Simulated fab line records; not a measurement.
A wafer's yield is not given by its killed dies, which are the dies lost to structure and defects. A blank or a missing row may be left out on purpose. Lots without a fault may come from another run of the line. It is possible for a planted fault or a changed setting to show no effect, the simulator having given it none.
8D (eight disciplines) problem report, filled in by code -- flow gf180mcu -- the parts of the form that need people (team, actions taken, sign-off) are left out

== 1. WHAT IS WRONG ==
Across 6 wafers from 2 lots, V4_W_RS at GF_V4_RS_MEAS_24 averages 0.267 ohm/sq, while fault-free wafers read 0.326 ohm/sq with a standard deviation of 0.004. Measured from the usual mean, that is -15 standard deviations.
The step: measures by four-point-probe.
Earliest sighting: wafer L189.1 on film metro-01 at day 26 21:11. Wafers with a number at this step in the record: 33, from 11 lots. Rule for "out" (also "out of limits"): further than 4 standard deviations from the usual mean. The other wafers with a number count as sound.

== 2. WHAT IT IS AND WHAT IT IS NOT ==
question,is,is not
which readings at this step,V4_W_RS,-
which lots,"L189, L191","L182, L197, L198, L200, L201, L202, L203, L204, L205"
which wafers of those lots,all that have a number,-
read on which gauges,"film metro-01, film metro-03",film metro-04
when,from day 26 21:11,"up to then (3 sound wafers); but 24 sound wafers of L197, L198, L200, L201, L202, L203, L204, L205 came after"

== 3. WHAT RULES OUT EACH SUSPECT ==
Counting: any tool at a process step up to the reading is kept as a suspect provided that every lot that is out went through it and no sound lot did after the first of them.
- the gauge at GF_V4_RS_MEAS_24 has been ruled out. The wafers that are out were read on 2 gauges (film metro-01, film metro-03).
- cvd w-01 at GF_V4_CVD_23 (deposits W, target thk 350 nm, time 104.9 s): ruled out as a lasting fault. The sound lots L200, L201, L202, L204, L205 went through it after L189, its earliest lot that is out (day 26 21:04).
Left after counting: nothing in the record.

== 4. THE CAUSE (what the simulator had put in) ==
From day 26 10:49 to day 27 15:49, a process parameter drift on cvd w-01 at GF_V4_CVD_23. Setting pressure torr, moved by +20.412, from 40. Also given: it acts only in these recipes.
Counting ruled it out, wrongly: the rule takes a fault to strike every lot that its tool runs from its start on, and this one did not.

== 5. SEQUENCE OF EFFECTS, ordered by route ==
Each row: a reading where the mean over the struck wafers with a number is more than 3 standard deviations away from the usual. Scope: only readings with a usual standard deviation given in the record; hours: median across lots of the time from each lot's start at the first step in this table that gives one to its start at this step; sigmas: change in usual standard deviations.
hours,step,reading,usual,on struck wafers,change,sigmas
0,GF_V4_CVD_23,chamber pressure Torr,39.99 Torr,60.37,+20.38,+99 or more
0,GF_V4_RS_MEAS_24,V4_W_RS,0.326 ohm/sq,0.267,-0.059,-15
0,GF_V4_THK_MEAS_25,V4_W_THK,351 nm,425,+74,+11
0,GF_V4_CMP_26,time to endpoint s,83 s,105,+22,+6.8
Process steps it contains:
- GF_V4_CVD_23: deposits W, target thk 350 nm, time 104.9 s.
- GF_V4_CMP_26: polishes, stops on SiO2, t overpolish 15 s, target thk 0 nm.

== 6. WHAT WOULD HAVE CAUGHT IT SOONER ==
The first out-of-limits reading at a measuring or inspecting step in this record came at day 26 21:11, 10 hours after the fault's start at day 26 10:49.
The tool's own readings at GF_V4_CVD_23 were out on every struck wafer that the step has a row for (chamber pressure Torr): an alarm limit on them would have fired on the first of those.
